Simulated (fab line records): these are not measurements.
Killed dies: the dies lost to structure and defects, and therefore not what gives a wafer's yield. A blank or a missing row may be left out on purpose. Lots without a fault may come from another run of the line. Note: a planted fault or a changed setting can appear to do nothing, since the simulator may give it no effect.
fab line records + flow sky130
[record]
- lots = 11
- wafers = 33
- last-day = 51
route steps=708 shown LDD_N@253 CONTACT@408 METAL1@440
lots that met no fault: taken from a fault-free run of the same line
start-h: hours from the record's opening day to when the first of the lot's shown wafers began + wait-h: how many hours have passed since the lot's step before this one + " as in the row above + L1.1+2: one row covering several wafers at once + - no value present, or no start provided + * or withheld: withheld + < > ~ a bound
route shown NAME@n: NAME is a module with steps in the file, n the number in the route of the first one + usual: mean/standard deviation of fault-free wafers + same: alike in all rows + chamber/n: place in a boat + sites: the reading at each site + _std_site: the values' standard deviation + _edge_site: inner sites' mean taken away from outer sites' mean + radius-mm: for every site, how far away it sits from the centre of the wafer + mask NAME#n: copy n + behind: the most recent tool/chamber to have shaped the wafer + hold: reason for holding the lot/hours on hold/outcome of the hold + device: names the non-switching transistor (n, p or np) + end of line: the tests these same wafers got at the end of their route + a step with no rows: only its recipe + killed: dies that structure and defects cost at the first sort, which is not the same as the wafer's yield + map: the dies of a wafer, with x for killed, . for not killed, _ for no die there
set.NAME: the run value of the setting; set.NAME@STEP: its run value at that earlier step + model.NAME: the simulator's own value behind a step, which no gauge read
a sample of lots followed through the steps of the route, with each step as a table and each wafer as a row
services: when a tool's chamber went out of use (start-h, in hours from the record's first day, below 0 if earlier), for how many hours, and the reason
[[steps]]
[step SKY_LDD_N_STRIP_16]
[recipe]
- chemistry = O2/N2
- power-w = 1400
- pressure-mtorr = 1500
- platen-temp-c = withheld
- o2-flow-sccm = 3000
- n2-flow-sccm = 300
- overash-fraction = 0.5
[usual]
- drypump-motor-current-A = 5.5/0.42
- oes-product-au = 0.406/0.004
- strip-time-to-endpoint-s = 4.317/0.016
| lot.wafer | tool            | chamber | start-h | wait-h | drypump-motor-current-A | oes-product-au | rf-hours-counter-h | strip-time-to-endpoint-s |
|-----------|-----------------|---------|---------|--------|-------------------------|----------------|--------------------|--------------------------|
| L596.3    | plasma-asher-04 | 0       | 402.62  | 0.1    | 5.2                     | 0.405          | -                  | 4.315                    |
| L596.4    | "               | 1       | "       | "      | 5.1                     | 0.408          | -                  | 4.295                    |
| L596.6    | "               | 1       | "       | "      | 5.1                     | 0.411          | -                  | 4.307                    |
| L597.1    | plasma-asher-02 | 1       | 409.97  | 0.1    | 5.1                     | 0.407          | 71                 | 4.313                    |
| L597.4    | "               | 0       | "       | "      | 6.3                     | 0.405          | -                  | 4.312                    |
| L597.5    | "               | 0       | "       | "      | 6.2                     | 0.400          | -                  | 4.337                    |
| L598.1    | plasma-asher-04 | 0       | 414.97  | 0.1    | 5.2                     | 0.413          | 72                 | 4.313                    |
| L598.3    | "               | 0       | "       | "      | 5.2                     | 0.405          | -                  | 4.310                    |
| L598.5    | "               | 0       | "       | "      | 5.2                     | 0.406          | -                  | 4.325                    |
| L601.1    | plasma-asher-03 | 0       | 447.94  | 0.1    | 5.7                     | 0.407          | 64                 | 4.311                    |
| L601.3    | "               | 1       | "       | "      | 5.6                     | 0.406          | -                  | 4.300                    |
| L601.4    | "               | 0       | "       | "      | 5.7                     | 0.408          | -                  | 4.291                    |
| L602.2    | plasma-asher-02 | 1       | 456.59  | 0.1    | 5.1                     | 0.407          | 76                 | 4.315                    |
| L602.3    | "               | 0       | "       | "      | 6.3                     | 0.409          | -                  | 4.314                    |
| L602.4    | "               | 1       | "       | "      | 5.1                     | 0.412          | -                  | 4.322                    |
| L608.3    | plasma-asher-02 | 0       | 511.20  | 0.1    | 6.2                     | 0.403          | -                  | 4.310                    |
| L608.4    | "               | 1       | "       | "      | 5.1                     | 0.416          | -                  | 4.291                    |
| L608.5    | "               | 0       | "       | "      | 6.2                     | 0.413          | -                  | 4.311                    |
| L609.1    | plasma-asher-02 | 1       | 519.08  | 0.1    | 5.2                     | 0.402          | 81                 | 4.305                    |
| L609.3    | "               | 0       | "       | "      | 6.3                     | 0.404          | -                  | 4.305                    |
| L609.5    | "               | 1       | "       | "      | 5.1                     | 0.406          | -                  | 4.308                    |
| L616.1    | plasma-asher-04 | 1       | 574.09  | 0.1    | 5.1                     | 0.416          | 15                 | 4.345                    |
| L616.3    | "               | 1       | "       | "      | 5.1                     | 0.406          | -                  | 4.340                    |
| L616.6    | "               | 1       | "       | "      | 5.1                     | 0.406          | -                  | 4.332                    |
| L617.2    | plasma-asher-04 | 1       | 584.48  | 0.1    | 5.1                     | 0.407          | 16                 | 4.323                    |
| L617.4    | "               | 0       | "       | "      | 5.2                     | 0.408          | -                  | 4.310                    |
| L617.5    | "               | 1       | "       | "      | 5.1                     | 0.409          | -                  | 4.300                    |
| L618.2    | plasma-asher-02 | 1       | 590.94  | 0.1    | 5.1                     | 0.401          | 88                 | 4.299                    |
| L618.4    | "               | 0       | "       | "      | 6.3                     | 0.406          | -                  | 4.303                    |
| L618.5    | "               | 1       | "       | "      | 5.1                     | 0.408          | -                  | 4.307                    |
| L619.1    | plasma-asher-04 | 0       | 619.09  | 0.1    | 5.2                     | 0.406          | 19                 | 4.304                    |
| L619.3    | "               | 0       | "       | "      | 5.2                     | 0.406          | -                  | 4.318                    |
| L619.6    | "               | 0       | "       | "      | 5.2                     | 0.403          | -                  | 4.306                    |
[step SKY_CONTACT_HDPCVD_02]
[recipe]
- material = SiO2
- target-thk-nm = 565
- sigma-open-frac = 0.3
- time-s = 94.2
- temp-c = 600
- sih4-flow-sccm = 60
- pressure-mtorr = 6
[usual]
- pressure-mtorr = 6.000/0.011
| lot.wafer | tool      | chamber | start-h | wait-h | pressure-mtorr |
|-----------|-----------|---------|---------|--------|----------------|
| L596.3    | hdpcvd-01 | 1       | 706.70  | 0.0    | 6.007          |
| L596.4    | "         | 2       | "       | "      | 5.993          |
| L596.6    | "         | 1       | "       | "      | 5.994          |
| L597.1    | hdpcvd-01 | 0       | 711.05  | 0.1    | 5.982          |
| L597.4    | "         | 1       | "       | "      | 5.999          |
| L597.5    | "         | 0       | "       | "      | 5.997          |
| L598.1    | hdpcvd-02 | 0       | 716.66  | 0.1    | 5.993          |
| L598.3    | "         | 1       | "       | "      | 6.009          |
| L598.5    | "         | 0       | "       | "      | 5.994          |
| L601.1    | hdpcvd-02 | 1       | 746.85  | 0.1    | 6.003          |
| L601.3    | "         | 0       | "       | "      | 5.981          |
| L601.4    | "         | 2       | "       | "      | 6.024          |
| L602.2    | hdpcvd-02 | 0       | 754.31  | 0.0    | 6.014          |
| L602.3    | "         | 1       | "       | "      | 6.001          |
| L602.4    | "         | 0       | "       | "      | 6.016          |
| L608.3    | hdpcvd-02 | 1       | 801.85  | 0.0    | 5.997          |
| L608.4    | "         | 2       | "       | "      | 6.013          |
| L608.5    | "         | 0       | "       | "      | 5.998          |
| L609.1    | hdpcvd-02 | 2       | 810.36  | 0.1    | 5.997          |
| L609.3    | "         | 1       | "       | "      | 6.013          |
| L609.5    | "         | 1       | "       | "      | 5.992          |
| L616.1    | hdpcvd-01 | 0       | 855.35  | 0.1    | 6.003          |
| L616.3    | "         | 1       | "       | "      | 5.995          |
| L616.6    | "         | 1       | "       | "      | 5.980          |
| L617.2    | hdpcvd-02 | 2       | 870.12  | 0.0    | 6.005          |
| L617.4    | "         | 0       | "       | "      | 5.977          |
| L617.5    | "         | 2       | "       | "      | 6.017          |
| L618.2    | hdpcvd-01 | 1       | 872.53  | 0.0    | 5.979          |
| L618.4    | "         | 0       | "       | "      | 5.992          |
| L618.5    | "         | 2       | "       | "      | 6.001          |
| L619.1    | hdpcvd-01 | 0       | 907.66  | 0.1    | 5.989          |
| L619.3    | "         | 2       | "       | "      | 5.983          |
| L619.6    | "         | 2       | "       | "      | 5.988          |
[step SKY_CONTACT_THK_MEAS_03]
[recipe]
- reads = SiO2_of_CONTACT_HDPCVD_02
[usual]
- CONTACT_HDPCVD_THK = 565/8.6
| lot.wafer | tool          | chamber | start-h | wait-h | CONTACT_HDPCVD_THK[nm] |
|-----------|---------------|---------|---------|--------|------------------------|
| L596.3    | film-metro-02 | -       | 706.79  | 0.1    | 571                    |
| L596.4    | "             | -       | "       | "      | 563                    |
| L596.6    | "             | -       | "       | "      | 573                    |
| L597.1    | film-metro-02 | -       | 711.12  | 0.0    | 569                    |
| L597.4    | "             | -       | "       | "      | 574                    |
| L597.5    | "             | -       | "       | "      | 572                    |
| L598.1    | film-metro-04 | -       | 716.73  | 0.0    | 559                    |
| L598.3    | "             | -       | "       | "      | 566                    |
| L598.5    | "             | -       | "       | "      | 560                    |
| L601.1    | film-metro-04 | -       | 746.92  | 0.0    | 554                    |
| L601.3    | "             | -       | "       | "      | 561                    |
| L601.4    | "             | -       | "       | "      | 557                    |
| L602.2    | film-metro-04 | -       | 754.39  | 0.0    | 560                    |
| L602.3    | "             | -       | "       | "      | 554                    |
| L602.4    | "             | -       | "       | "      | 556                    |
| L608.3    | film-metro-04 | -       | 801.94  | 0.1    | 554                    |
| L608.4    | "             | -       | "       | "      | 569                    |
| L608.5    | "             | -       | "       | "      | 962                    |
| L609.1    | film-metro-04 | -       | 810.43  | 0.0    | 570                    |
| L609.3    | "             | -       | "       | "      | 551                    |
| L609.5    | "             | -       | "       | "      | 951                    |
| L616.1    | film-metro-02 | -       | 855.42  | 0.0    | 568                    |
| L616.3    | "             | -       | "       | "      | 566                    |
| L616.6    | "             | -       | "       | "      | 571                    |
| L617.2    | film-metro-01 | -       | 870.19  | 0.0    | 558                    |
| L617.4    | "             | -       | "       | "      | 556                    |
| L617.5    | "             | -       | "       | "      | 557                    |
| L618.2    | film-metro-04 | -       | 872.61  | 0.0    | 578                    |
| L618.4    | "             | -       | "       | "      | 575                    |
| L618.5    | "             | -       | "       | "      | 575                    |
| L619.1    | film-metro-04 | -       | 907.73  | 0.0    | 578                    |
| L619.3    | "             | -       | "       | "      | 574                    |
| L619.6    | "             | -       | "       | "      | 579                    |
[step SKY_CONTACT_CMP_04]
[recipe]
- material = SiO2
- down-force-psi = 4
- platen-rpm = 60
- pad-velocity-m-s = 0.94248
[usual]
- motor-current-A = 11.8/0.84
- time-to-endpoint-s = 86/5.4
| lot.wafer | tool   | chamber | start-h | wait-h | motor-current-A | time-to-endpoint-s |
|-----------|--------|---------|---------|--------|-----------------|--------------------|
| L596.4    | cmp-02 | 0       | 706.83  | 0.0    | 11.0            | 88                 |
| L596.3    | "      | 2       | "       | "      | 11.6            | 90                 |
| L596.6    | "      | 0       | "       | "      | 10.7            | 94                 |
| L597.4    | cmp-02 | 0       | 711.18  | 0.0    | 10.8            | 94                 |
| L597.1    | "      | 3       | "       | "      | 12.0            | 91                 |
| L597.5    | "      | 1       | "       | "      | 11.7            | 84                 |
| L598.1    | cmp-02 | 2       | 716.84  | 0.1    | 12.2            | 87                 |
| L598.3    | "      | 0       | "       | "      | 10.8            | 91                 |
| L598.5    | "      | 1       | "       | "      | 11.4            | 84                 |
| L601.4    | cmp-01 | 1       | 747.38  | 0.4    | 13.1            | 89                 |
| L601.1    | "      | 3       | "       | "      | 11.5            | 80                 |
| L601.3    | "      | 0       | "       | "      | 12.6            | 81                 |
| L602.3    | cmp-02 | 2       | 754.44  | 0.0    | 12.2            | 83                 |
| L602.4    | "      | 0       | "       | "      | 10.9            | 88                 |
| L602.2    | "      | 1       | "       | "      | 11.6            | 78                 |
| L608.4    | cmp-02 | 1       | 802.03  | 0.1    | 11.7            | 79                 |
| L608.3    | "      | 3       | "       | "      | 11.9            | 84                 |
| L608.5    | "      | 0       | "       | "      | 10.5            | 230                |
| L609.1    | cmp-02 | 1       | 810.49  | 0.1    | 11.6            | 78                 |
| L609.3    | "      | 3       | "       | "      | 11.4            | 78                 |
| L609.5    | "      | 1       | "       | "      | 11.8            | 222                |
| L616.3    | cmp-01 | 2       | 855.53  | 0.1    | 12.5            | 82                 |
| L616.1    | "      | 3       | "       | "      | 11.0            | 86                 |
| L616.6    | "      | 1       | "       | "      | 13.4            | 94                 |
| L617.4    | cmp-02 | 2       | 870.29  | 0.1    | 12.8            | 86                 |
| L617.2    | "      | 0       | "       | "      | 10.4            | 90                 |
| L617.5    | "      | 1       | "       | "      | 11.4            | 79                 |
| L618.2    | cmp-02 | 0       | 872.66  | 0.0    | 10.7            | 93                 |
| L618.4    | "      | 3       | "       | "      | 12.0            | 97                 |
| L618.5    | "      | 1       | "       | "      | 12.0            | 87                 |
| L619.3    | cmp-01 | 0       | 907.79  | 0.0    | 11.2            | 92                 |
| L619.1    | "      | 3       | "       | "      | 10.6            | 91                 |
| L619.6    | "      | 0       | "       | "      | 11.7            | 92                 |
[step SKY_METAL1_THK_MEAS_06]
[recipe]
- thk-meas-gauge = xrf
- reads = AlCu_of_METAL1_SPUTTER_02
[usual]
- METAL1_ALCU_THK = 250/3.2
| lot.wafer | tool          | chamber | start-h | wait-h | METAL1_ALCU_THK[nm] |
|-----------|---------------|---------|---------|--------|---------------------|
| L596.3    | film-metro-04 | -       | 736.20  | 0.1    | 251                 |
| L596.4    | "             | -       | "       | "      | 244                 |
| L596.6    | "             | -       | "       | "      | 242                 |
| L597.1    | film-metro-04 | -       | 740.13  | 0.1    | 248                 |
| L597.4    | "             | -       | "       | "      | 247                 |
| L597.5    | "             | -       | "       | "      | 248                 |
| L598.1    | film-metro-04 | -       | 747.34  | 0.1    | 251                 |
| L598.3    | "             | -       | "       | "      | 252                 |
| L598.5    | "             | -       | "       | "      | 250                 |
| L601.1    | film-metro-04 | -       | 777.37  | 0.1    | 250                 |
| L601.3    | "             | -       | "       | "      | 255                 |
| L601.4    | "             | -       | "       | "      | 255                 |
| L602.2    | film-metro-03 | -       | 783.00  | 0.1    | 248                 |
| L602.3    | "             | -       | "       | "      | 250                 |
| L602.4    | "             | -       | "       | "      | 246                 |
| L608.3    | film-metro-02 | -       | 830.63  | 0.1    | 246                 |
| L608.4    | "             | -       | "       | "      | 249                 |
| L608.5    | "             | -       | "       | "      | 250                 |
| L609.1    | film-metro-04 | -       | 838.37  | 0.1    | 246                 |
| L609.3    | "             | -       | "       | "      | 255                 |
| L609.5    | "             | -       | "       | "      | 252                 |
| L616.1    | film-metro-04 | -       | 883.38  | 0.1    | 250                 |
| L616.3    | "             | -       | "       | "      | 248                 |
| L616.6    | "             | -       | "       | "      | 248                 |
| L617.2    | film-metro-02 | -       | 897.89  | 0.1    | 247                 |
| L617.4    | "             | -       | "       | "      | 246                 |
| L617.5    | "             | -       | "       | "      | 246                 |
| L618.2    | film-metro-03 | -       | 900.09  | 0.1    | 245                 |
| L618.4    | "             | -       | "       | "      | 253                 |
| L618.5    | "             | -       | "       | "      | 254                 |
| L619.1    | film-metro-02 | -       | 934.82  | 0.1    | 249                 |
| L619.3    | "             | -       | "       | "      | 248                 |
| L619.6    | "             | -       | "       | "      | 252                 |
[step SKY_METAL1_STRIP_20]
[recipe]
- chemistry = O2/N2
- power-w = 1400
- pressure-mtorr = 1500
- platen-temp-c = withheld
- o2-flow-sccm = 3000
- n2-flow-sccm = 300
- overash-fraction = 0.5
[usual]
- drypump-motor-current-A = 5.5/0.39
- oes-product-au = 0.344/0.0056
- strip-time-to-endpoint-s = 2.73/0.056
| lot.wafer | tool            | chamber | start-h | wait-h | drypump-motor-current-A | oes-product-au | rf-hours-counter-h | strip-time-to-endpoint-s |
|-----------|-----------------|---------|---------|--------|-------------------------|----------------|--------------------|--------------------------|
| L596.3    | plasma-asher-03 | 1       | 764.06  | 0.1    | 5.6                     | 0.353          | -                  | 2.74                     |
| L596.4    | "               | 0       | "       | "      | 5.7                     | 0.343          | -                  | 2.74                     |
| L596.6    | "               | 0       | "       | "      | 5.7                     | 0.351          | -                  | 2.78                     |
| L597.1    | plasma-asher-03 | 1       | 767.07  | 0.1    | 5.6                     | 0.339          | 96                 | 2.76                     |
| L597.4    | "               | 0       | "       | "      | 5.7                     | 0.348          | -                  | 2.76                     |
| L597.5    | "               | 0       | "       | "      | 5.7                     | 0.352          | -                  | 2.79                     |
| L598.1    | plasma-asher-04 | 1       | 775.37  | 0.1    | 5.1                     | 0.347          | 32                 | 2.79                     |
| L598.3    | "               | 0       | "       | "      | 5.2                     | 0.345          | -                  | 2.64                     |
| L598.5    | "               | 1       | "       | "      | 5.1                     | 0.347          | -                  | 2.80                     |
| L601.1    | plasma-asher-02 | 0       | 804.17  | 0.1    | 6.2                     | 0.347          | 6                  | 2.72                     |
| L601.3    | "               | 1       | "       | "      | 5.1                     | 0.342          | -                  | 2.72                     |
| L601.4    | "               | 0       | "       | "      | 6.3                     | 0.339          | -                  | 2.73                     |
| L602.2    | plasma-asher-02 | 1       | 809.62  | 0.1    | 5.1                     | 0.342          | 7                  | 2.70                     |
| L602.3    | "               | 1       | "       | "      | 5.1                     | 0.343          | -                  | 2.69                     |
| L602.4    | "               | 0       | "       | "      | 6.2                     | 0.333          | -                  | 2.71                     |
| L608.3    | plasma-asher-03 | 1       | 856.58  | 0.1    | 5.6                     | 0.340          | -                  | 2.66                     |
| L608.4    | "               | 0       | "       | "      | 5.7                     | 0.342          | -                  | 2.68                     |
| L608.5    | "               | 1       | "       | "      | 5.6                     | 0.353          | -                  | 2.62                     |
| L609.1    | plasma-asher-03 | 0       | 864.34  | 0.1    | 5.7                     | 0.336          | 104                | 2.70                     |
| L609.3    | "               | 1       | "       | "      | 5.6                     | 0.341          | -                  | 2.73                     |
| L609.5    | "               | 0       | "       | "      | 5.7                     | 0.343          | -                  | 2.69                     |
| L616.1    | plasma-asher-03 | 0       | 909.59  | 0.1    | 5.7                     | 0.356          | 109                | 2.84                     |
| L616.3    | "               | 1       | "       | "      | 5.6                     | 0.337          | -                  | 2.70                     |
| L616.6    | "               | 0       | "       | "      | 5.7                     | 0.334          | -                  | 2.72                     |
| L617.2    | plasma-asher-04 | 0       | 923.38  | 0.1    | 5.2                     | 0.347          | 47                 | 2.71                     |
| L617.4    | "               | 1       | "       | "      | 5.1                     | 0.342          | -                  | 2.75                     |
| L617.5    | "               | 0       | "       | "      | 5.3                     | 0.345          | -                  | 2.78                     |
| L618.2    | plasma-asher-02 | 0       | 924.79  | 0.1    | 6.3                     | 0.338          | 18                 | 2.71                     |
| L618.4    | "               | 0       | "       | "      | 6.2                     | 0.346          | -                  | 2.74                     |
| L618.5    | "               | 0       | "       | "      | 6.3                     | 0.338          | -                  | 2.70                     |
| L619.1    | plasma-asher-03 | 0       | 959.54  | 0.1    | 5.7                     | 0.341          | 113                | 2.72                     |
| L619.3    | "               | 1       | "       | "      | 5.6                     | 0.346          | -                  | 2.83                     |
| L619.6    | "               | 1       | "       | "      | 5.6                     | 0.350          | -                  | 2.82                     |
[[services]]
| tool            | chamber | start-h | hours | kind   |
|-----------------|---------|---------|-------|--------|
| plasma-asher-02 | -       | 389.29  | 1.5   | repair |
| cmp-02          | -       | 404.00  | 4.0   | pm     |
| plasma-asher-02 | -       | 437.96  | 3.0   | pm     |
| plasma-asher-02 | -       | 444.37  | 4.4   | repair |
| cmp-02          | -       | 447.81  | 0.8   | repair |
| plasma-asher-02 | -       | 469.78  | 2.8   | pm     |
| plasma-asher-02 | -       | 489.08  | 8.1   | repair |
| cmp-02          | -       | 535.98  | 1.0   | repair |
| cmp-02          | -       | 543.17  | 0.6   | repair |
| cmp-02          | -       | 564.97  | 5.3   | pm     |
| plasma-asher-02 | -       | 618.76  | 0.7   | repair |
| cmp-02          | -       | 620.81  | 1.1   | repair |
| cmp-02          | -       | 625.25  | 0.3   | repair |
| cmp-02          | -       | 675.94  | 1.9   | repair |
| cmp-02          | -       | 688.07  | 0.6   | repair |
| cmp-02          | -       | 689.87  | 8.6   | pm     |
| cmp-02          | -       | 701.02  | 0.5   | repair |
| plasma-asher-02 | -       | 733.80  | 9.0   | pm     |
| cmp-02          | -       | 744.11  | 4.0   | pm     |
| cmp-02          | -       | 770.27  | 2.5   | repair |
| cmp-02          | -       | 875.67  | 2.1   | repair |
| plasma-asher-02 | -       | 908.50  | 3.0   | repair |
| cmp-02          | -       | 933.75  | 6.9   | pm     |
| cmp-02          | -       | 951.22  | 1.3   | repair |
[[key]]
[first-sign]
- step = SKY_CONTACT_THK_MEAS_03
- reading = CONTACT_HDPCVD_THK
- direction = up
- sigmas = 46
- usual = 565
- struck = 956
[effect]
- step = SKY_CONTACT_CMP_04
- reading = time-to-endpoint-s
- direction = up
- sigmas = 26
- usual = *
- struck = *
met-at SKY_CONTACT_HDPCVD_02
struck-lots L608,L609
struck-wafers L608.5,L609.5
tester-left-out L608,L609
not-acting-at SKY_LDD_N_STRIP_16,SKY_METAL1_THK_MEAS_06,SKY_METAL1_STRIP_20
onset-between 754.31 801.85
[fault]
- kind = process-parameter-drift
- tool = hdpcvd-02
- chamber = -
- onset-h = 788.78
- steps = SKY_CONTACT_HDPCVD_02
- channel = target-thk-nm
- offset = 395.71
- shape = step
- end-h = 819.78
- scope = struck-wafers-only
- acts-in = these-recipes-only
- stated = 565
// tester-left-out: of these lots the tester's yield and bins aren't shown, on N5 and GAA mostly nor the transistor test; their killed dies are dies lost to structure and defects alone, not to doping, threshold or leakage, so they don't give the yield
